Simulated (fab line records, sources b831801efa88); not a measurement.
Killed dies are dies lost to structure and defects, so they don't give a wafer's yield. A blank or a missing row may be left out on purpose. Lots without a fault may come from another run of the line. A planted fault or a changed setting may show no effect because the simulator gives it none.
Chamber matching | flow gf180mcu | GF_SAB_CVD_00 on pecvd-02: 3 sister chambers
The step deposits SiO2 from TEOS, target thk 50 nm, time 5.087 s. 6 wafers are shown with their chamber, then 8 later ones without.

WAFERS WITH THEIR CHAMBER
wafer  | chamber | heater_power_outer_w (W) | heater_power_w (W)
L083.2 | 1       | 457                      | 718
L084.4 | 1       | 379                      | 607
L084.5 | 2       | 313                      | 576
L090.4 | 2       | 287                      | 526
L090.5 | 0       | 399                      | 679
L091.3 | 0       | 345                      | 614

WAFERS WITHOUT THEIR CHAMBER
wafer  | heater_power_outer_w (W) | heater_power_w (W)
L091.4 | 287                      | 526
L091.5 | 339                      | 589
L092.1 | 309                      | 553
L092.2 | 456                      | 726
L092.5 | 453                      | 698
L093.1 | 387                      | 613
L093.2 | 433                      | 740
L093.3 | 385                      | 615

WHICH CHAMBER EACH WENT THROUGH
wafer  | from the rows above          | in truth
L091.4 | 2                            | 2
L091.5 | can't be placed: 2 or 0 or 1 | 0
L092.1 | 2                            | 2
L092.2 | can't be placed: 1 or 0      | 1
L092.5 | can't be placed: 1 or 0      | 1
L093.1 | can't be placed: 0 or 1 or 2 | 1
L093.2 | can't be placed: 1 or 0      | 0
L093.3 | can't be placed: 0 or 1 or 2 | 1
Placed correctly: 2 of 8. Can't be placed from these rows: 6 (the true chamber is among the candidates in 6). Placed wrongly: 0.
How it was worked out, from the rows above alone: a wafer's distance from a chamber is the root of the sum, over the readings, of the square of ((its reading less the chamber's mean) divided by the reading's scatter). The wafer belongs to the nearest chamber; if the next one is less than 2 further off, it can't be placed. A chamber's mean is the mean of its shown wafers. The scatter: the root of (the sum of the squares of (reading less its chamber's mean) over the shown wafers, divided by (wafers less chambers)).
